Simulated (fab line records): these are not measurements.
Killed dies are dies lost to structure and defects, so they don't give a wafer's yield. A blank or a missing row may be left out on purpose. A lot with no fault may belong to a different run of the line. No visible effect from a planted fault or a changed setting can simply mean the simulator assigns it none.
Struck lot and sound lot, side by side    flow sky130    43 steps out of a route of 708
Sound: wafers L971.1, L971.2, L971.3. Struck: wafers L987.1, L987.3, L987.4. The cause comes at the end.
Per side, at each step with rows, come the tool, then ch with its chambers, and then its first start. Under that, the readings that differ: sound wafers    struck wafers    difference of the means    sigmas: that difference in standard deviations of wafers without a fault.
alike: readings with means less than 2 such deviations apart, plus words and numbers identical on both sides. not compared: withheld readings, readings lacking a value on some wafer, bounds such as >300 that could conceal the same value, and numbers that have no deviation in the record and whose values overlap.
A row with sigmas, a row that says differs or no value, or rows on one side alone: a step with any of these is where the two part. Numbers that have no deviation but don't overlap get no sigmas and don't part them. Lack of a reading on every wafer of one side parts them only where that side has two or more wafers.

first, 6 steps without rows for these wafers: SKY_SONOS_ONO_HMDS_07 (prime time 60 s); SKY_SONOS_ONO_COAT_08 (resist thk 1140 nm); SKY_SONOS_ONO_SOFTBAKE_09 (time 60 s); SKY_SONOS_ONO_EXPOSE_10 (exposes mask ONOM, target cd 410 nm); SKY_SONOS_ONO_PEB_11; SKY_SONOS_ONO_DEVELOP_12 (develop time 60 s).
SKY_SONOS_ONO_CD_MEAS_13: target cd 410 nm.
  sound: cd sem-02 at day 14 10:48; struck: cd sem-02 at day 19 17:54
reading     sound              struck             difference  sigmas
cd nm (nm)  405.1 406.5 404.4  411.2 411.1 411.2  +5.8        +2
SKY_SONOS_ONO_OVL_MEAS_14:
  sound: overlay-01 at day 14 10:55; struck: overlay-01 at day 19 18:01
  alike: SONOS_ONO_OVL
SKY_SONOS_ONO_ETCH_15: etches the open film in CHF3/O2, target depth 19.52 nm, time 7.8 s.
  sound on rie diel-01 ch 1,2,3, day 14 10:58; struck on rie diel-02 ch 0,2,3, day 19 18:04
reading                 sound              struck             difference  sigmas
oes product au (a.u.)   1.002 1.009 0.995  0.975 0.991 0.984  -0.019      -2
rf hours counter h (h)  8 5 8              46 78 21           +41         
  alike: drypump motor current A, throttle valve pct
then, 1 step without rows for these wafers: SKY_SONOS_ONO_WET_ETCH_16 (etches SiO2 in dHF, target depth 14 nm, time 280 s).
SKY_SONOS_ONO_STRIP_17: strips in O2/N2.
  sound on plasma asher-01 ch 0,1, day 14 11:04; struck on plasma asher-03 ch 0,1, day 19 18:10
  alike: drypump motor current A, n2 flow sccm, oes product au, strip time to endpoint s
  not compared: rf hours counter h
then, 1 step without rows for these wafers: SKY_SONOS_ONO_WET_ETCH_18 (etches Si3N4 in H3PO4, target depth 15 nm, time 172 s).
SKY_GATE_OXIDE_CLEAN_00: cleans in SC1/SC2, time 150 s.
  sound on wet bench-01 ch 2, day 14 11:13; struck on wet bench-01 ch 3, day 19 18:20
then, 1 step without rows for these wafers: SKY_GATE_OXIDE_OXIDATION_01 (stabilise 600 s, purge 300 s, target thk 10.268 nm).
SKY_GATE_OXIDE_THK_MEAS_02:
  sound: film metro-01 at day 14 13:25; struck: film metro-04 at day 19 19:48
  alike: GATE_OXIDE_OXIDATION_00_THK
then, 7 steps without rows for these wafers: SKY_GATE_OXIDE_DEHYDRATE_03 (time 60 s); SKY_GATE_OXIDE_HMDS_04 (prime time 60 s); SKY_GATE_OXIDE_COAT_05 (resist thk 1140 nm); SKY_GATE_OXIDE_SOFTBAKE_06 (time 60 s); SKY_GATE_OXIDE_EXPOSE_07 (exposes mask LVOM, target cd 600 nm); SKY_GATE_OXIDE_PEB_08; SKY_GATE_OXIDE_DEVELOP_09 (develop time 60 s).
SKY_GATE_OXIDE_OVL_MEAS_10:
  sound: overlay-02 at day 15 16:26; struck: overlay-01 at day 21 02:44
  alike: GATE_OXIDE_OVL
then, 2 steps without rows for these wafers: SKY_GATE_OXIDE_IMPLANT_11; SKY_GATE_OXIDE_WET_ETCH_12 (etches SiO2 in dHF, target depth 16.8 nm, time 336 s).
SKY_GATE_OXIDE_STRIP_13: strips in O2/N2.
  sound on plasma asher-03 ch 0,1, day 15 16:44; struck on plasma asher-01 ch 0,1, day 21 03:01
  alike: drypump motor current A, n2 flow sccm, oes product au, strip time to endpoint s
  not compared: rf hours counter h
SKY_GATE_OXIDE_TW_MEAS_14:
  sound: film metro-04 at day 15 16:50; struck: film metro-04 at day 21 03:07
  alike: GATE_OXIDE_TW
then, 3 steps without rows for these wafers: SKY_GATE_OXIDE_CLEAN_15 (cleans in SC1/SC2, time 150 s); SKY_GATE_OXIDE_OXIDATION_16 (stabilise 600 s, purge 300 s, target thk 3.57 nm); SKY_POLY_GATE_CVD_00 (deposits poly-Si, target thk 180 nm, time 720 s).
SKY_POLY_GATE_THK_MEAS_01:
  sound: film metro-01 at day 15 19:56; struck: film metro-01 at day 21 05:58
  alike: POLY_GATE_CVD_00_THK
then, 8 steps without rows for these wafers: SKY_RES_PROTECT_DEHYDRATE_00 (time 60 s); SKY_RES_PROTECT_HMDS_01 (prime time 60 s); SKY_RES_PROTECT_COAT_02 (resist thk 1140 nm); SKY_RES_PROTECT_SOFTBAKE_03 (time 60 s); SKY_RES_PROTECT_EXPOSE_04 (exposes mask RPM, target cd 1270 nm); SKY_RES_PROTECT_PEB_05; SKY_RES_PROTECT_DEVELOP_06 (develop time 60 s); SKY_POLY_GATE_IMPLANT_02.
SKY_RES_PROTECT_STRIP_07: strips in O2/N2.
  sound on plasma asher-02 ch 0,1, day 17 00:03; struck on plasma asher-02 ch 0,1, day 22 13:01
reading              sound              struck             difference  sigmas
n2 flow sccm (sccm)  298.9 300.4 298.1  301.4 301.5 299.9  +1.8        +2
  alike: drypump motor current A, oes product au, strip time to endpoint s
  not compared: rf hours counter h
SKY_RES_PROTECT_TW_MEAS_08:
  sound: film metro-03 at day 17 00:09; struck: film metro-01 at day 22 13:07
  alike: POLY_GATE_TW
then, 1 step without rows for these wafers: SKY_RES_PROTECT_CLEAN_09 (cleans in SC1/SC2, time 150 s).
-- here the record skips 28 days between the struck wafers' starts before and after, leaving off in module RES_PROTECT and picking up in module PAD_OPEN (first step shown: number 708 of the route) --
SKY_PAD_OPEN_PROBE_99:
  sound: prober-02 at day 47 04:04; struck: prober-01 at day 50 13:20
reading                                            sound                 struck                difference  sigmas
model.etest.cap thick oxide.gate bv v (V)          16.27 16.12 15.54     14.58 14.83 14.67     -1.28       
model.etest.diode nwell sub.leak log10 a cm2       -7.371 -7.313 -7.207  -6.745 -6.55 -6.727   +0.623      
model.etest.diode dnwell sub.leak log10 a cm2      -7.207 -7.293 -7.373  -6.534 -6.426 -6.383  +0.843      
model.etest.diode pwell dnwell.leak log10 a cm2    -7.448 -7.33 -7.439   -7.136 -6.949 -6.821  +0.437      
model.etest.diode pdiff nwell hv.leak log10 a cm2  -6.527 -6.788 -6.797  -6.173 -6.333 -6.143  +0.488      
model.etest.diode ndiff pwell.leak log10 a cm2     -7.346 -7.433 -7.581  -7.259 -6.837 -7.237  +0.342      
model.etest.diode pdiff nwell.leak log10 a cm2     -7.168 -7.157 -7.113  -7.067 -7.07 -6.854   +0.149      
  alike: killed_at_M0_to_M3, killed_at_M4_up, killed at contacts, killed at front end, killed at other, killed dies, killed on rim, killed open, killed short
  not compared: model.etest.diode ndiff pwell hv.leak log10 a cm2

WHERE THEY PART
First at SKY_SONOS_ONO_CD_MEAS_13; last, within this record, at SKY_RES_PROTECT_STRIP_07. Later steps at which nothing parts them and some readings are alike: SKY_RES_PROTECT_TW_MEAS_08, SKY_PAD_OPEN_PROBE_99.

WHY: whatever the simulator had introduced
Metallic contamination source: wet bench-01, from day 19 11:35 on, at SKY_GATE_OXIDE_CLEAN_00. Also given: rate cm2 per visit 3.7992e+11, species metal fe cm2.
